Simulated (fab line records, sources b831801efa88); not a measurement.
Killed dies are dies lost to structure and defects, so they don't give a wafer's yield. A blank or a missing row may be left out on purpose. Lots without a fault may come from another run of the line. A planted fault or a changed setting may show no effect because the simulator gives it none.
Which tool did it? | flow gf180mcu | 11 lots, 32 wafers sampled, at 5 steps of a route of 602

WHAT THE GAUGES READ, wafer by wafer
GF_V5_THK_MEAS_03. Usual: V5_CVD_02_THK 1450 nm, standard deviation 21.
lot  | measured     | on            | V5_CVD_02_THK (nm) | flag
L267 | day 26 17:27 | film_metro-03 | 1460 1469 1463     |
L268 | day 27 06:37 | film_metro-03 | 1443 1449 1468     |
L269 | day 27 08:19 | film_metro-04 | 1438 1443 1444     |
L270 | day 27 20:42 | film_metro-04 | 1434 1480 1458     |
L271 | day 28 04:01 | film_metro-04 | 1446 1429 1464     |
L272 | day 28 10:28 | film_metro-04 | 1475 1472 1469     |
L282 | day 31 10:52 | film_metro-03 | 1459 1472          |
L283 | day 31 17:57 | film_metro-04 | 1437 1453 1465     |
L284 | day 31 22:28 | film_metro-04 | 1470 1458 1453     |
L286 | day 32 06:34 | film_metro-04 | 1457 1434 1468     |
L288 | day 32 17:32 | film_metro-04 | 1463 1415 1452     |

GF_TOP_METAL_RS_MEAS_05: measures by four-point-probe. Usual: TOP_METAL_ALCU_RS 0.0329 ohm/sq, standard deviation 0.00033.
lot  | measured     | on            | TOP_METAL_ALCU_RS (ohm/sq) | flag
L267 | day 27 16:04 | film_metro-03 | 0.0329 0.0328 0.0329       |
L268 | day 28 05:23 | film_metro-03 | 0.0324 0.0328 0.0324       |
L269 | day 28 07:06 | film_metro-03 | 0.0329 0.0325 0.0328       |
L270 | day 28 18:22 | film_metro-03 | 0.0329 0.0332 0.0333       |
L271 | day 29 01:42 | film_metro-04 | 0.0332 0.0338 0.0336       |
L272 | day 29 08:09 | film_metro-04 | 0.0329 0.0329 0.0330       |
L282 | day 32 06:20 | film_metro-03 | 0.0458 0.0454              | OFF
L283 | day 32 12:52 | film_metro-03 | 0.0324 0.0324 0.0327       |
L284 | day 32 17:30 | film_metro-02 | 0.0325 0.0329 0.0331       |
L286 | day 33 01:14 | film_metro-04 | 0.0323 0.0325 0.0327       |
L288 | day 33 11:31 | film_metro-04 | 0.0331 0.0327 0.0333       |

GF_TOP_METAL_THK_MEAS_06: measures by xrf. Usual: TOP_METAL_ALCU_THK 911 nm, standard deviation 11.
lot  | measured     | on            | TOP_METAL_ALCU_THK (nm) | flag
L267 | day 27 16:11 | film_metro-03 | 906 911 907             |
L268 | day 28 05:30 | film_metro-03 | 927 916 930             |
L269 | day 28 07:13 | film_metro-03 | 912 924 914             |
L270 | day 28 18:29 | film_metro-03 | 911 906 901             |
L271 | day 29 01:49 | film_metro-04 | 889 880 884             |
L272 | day 29 08:16 | film_metro-04 | 903 902 896             |
L282 | day 32 06:26 | film_metro-03 | 651 662                 | OFF
L283 | day 32 12:59 | film_metro-03 | 922 920 916             |
L284 | day 32 17:37 | film_metro-02 | 934 922 915             |
L286 | day 33 01:21 | film_metro-04 | 920 913 909             |
L288 | day 33 11:38 | film_metro-04 | 899 908 896             |

WHICH TOOL RAN EACH LOT (tool, then ch and the chambers of the sampled wafers, then the start)
lot  | GF_V5_SPUTTER_22             | GF_TOP_METAL_SPUTTER_02
L267 | pvd_sputter-04, day 27 15:04 | pvd_sputter-03, day 27 15:59
L268 | pvd_sputter-02, day 28 04:31 | pvd_sputter-03, day 28 05:17
L269 | pvd_sputter-04, day 28 06:15 | pvd_sputter-01, day 28 07:01
L270 | pvd_sputter-03, day 28 17:30 | pvd_sputter-01, day 28 18:16
L271 | pvd_sputter-02, day 29 00:51 | pvd_sputter-01, day 29 01:37
L272 | pvd_sputter-03, day 29 07:17 | pvd_sputter-01, day 29 08:02
L282 | pvd_sputter-03, day 32 05:27 | pvd_sputter-01, day 32 06:13
L283 | pvd_sputter-03, day 32 12:01 | pvd_sputter-03, day 32 12:47
L284 | pvd_sputter-02, day 32 16:32 | pvd_sputter-02, day 32 17:25
L286 | pvd_sputter-03, day 33 00:23 | pvd_sputter-02, day 33 01:08
L288 | pvd_sputter-04, day 33 10:39 | pvd_sputter-02, day 33 11:25
- GF_V5_SPUTTER_22: material TiN, target thk 10 nm, time 40 s.
- GF_TOP_METAL_SPUTTER_02: material AlCu, target thk 900 nm, time 47.82 s.

WHAT THE TOOLS THEMSELVES READ (means of the sampled wafers that have a number; where no wafer has one, the mark that the record gives instead)
GF_V5_SPUTTER_22. Usual: throttle_valve_pct 30.3 %, standard deviation 1.3.
lot  | tool           | throttle_valve_pct (%) | flag
L267 | pvd_sputter-04 | 31.3                   |
L268 | pvd_sputter-02 | 29.4                   |
L269 | pvd_sputter-04 | 30.9                   |
L270 | pvd_sputter-03 | 29.1                   |
L271 | pvd_sputter-02 | 30.3                   |
L272 | pvd_sputter-03 | 29.2                   |
L282 | pvd_sputter-03 | 31.8                   |
L283 | pvd_sputter-03 | 30.4                   |
L284 | pvd_sputter-02 | 30.3                   |
L286 | pvd_sputter-03 | 29.7                   |
L288 | pvd_sputter-04 | 30.1                   |

GF_TOP_METAL_SPUTTER_02. Usual: throttle_valve_pct 29.8 %, standard deviation 1.1.
lot  | tool           | throttle_valve_pct (%) | flag
L267 | pvd_sputter-03 | 29.6                   |
L268 | pvd_sputter-03 | 31.0                   |
L269 | pvd_sputter-01 | 29.6                   |
L270 | pvd_sputter-01 | 29.8                   |
L271 | pvd_sputter-01 | 30.0                   |
L272 | pvd_sputter-01 | 29.7                   |
L282 | pvd_sputter-01 | 30.3                   |
L283 | pvd_sputter-03 | 30.4                   |
L284 | pvd_sputter-02 | 30.7                   |
L286 | pvd_sputter-02 | 30.7                   |
L288 | pvd_sputter-02 | 30.9                   |

THE ANSWER, worked out from the rows above alone
Rule: a lot is off if the mean of its wafers that have a number lies more than 3 standard deviations from the usual mean. A lot without any number at a reading at which 4 lots or more have one is off too. The other lots that the step has rows for count as sound. The gauges are gone through in route order, then the tools' own readings, and for those a lot's mean is taken as printed above. The first step at which some lot is off is used, and at that step the reading that is off furthest; a lot without a number counts as furthest.
Off: L282, at GF_TOP_METAL_RS_MEAS_05 (TOP_METAL_ALCU_RS).
A tool fits if, at a process step before that reading, it ran every lot that is off, and no sound lot after the first of them. The gauges at GF_TOP_METAL_RS_MEAS_05 are tried like those tools. One fits: pvd_sputter-01 at GF_TOP_METAL_SPUTTER_02. Its last sound lot is L272 (day 29 08:02), its first lot that is off L282 (day 32 06:13): a fault that began between those two fits.

WHAT THE SIMULATOR HAD PUT IN
Process parameter drift: pvd_sputter-01, from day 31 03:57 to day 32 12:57, at GF_TOP_METAL_SPUTTER_02. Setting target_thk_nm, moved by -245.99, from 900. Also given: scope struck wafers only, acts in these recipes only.
Lots struck among those shown: L282. The rule above found the same.
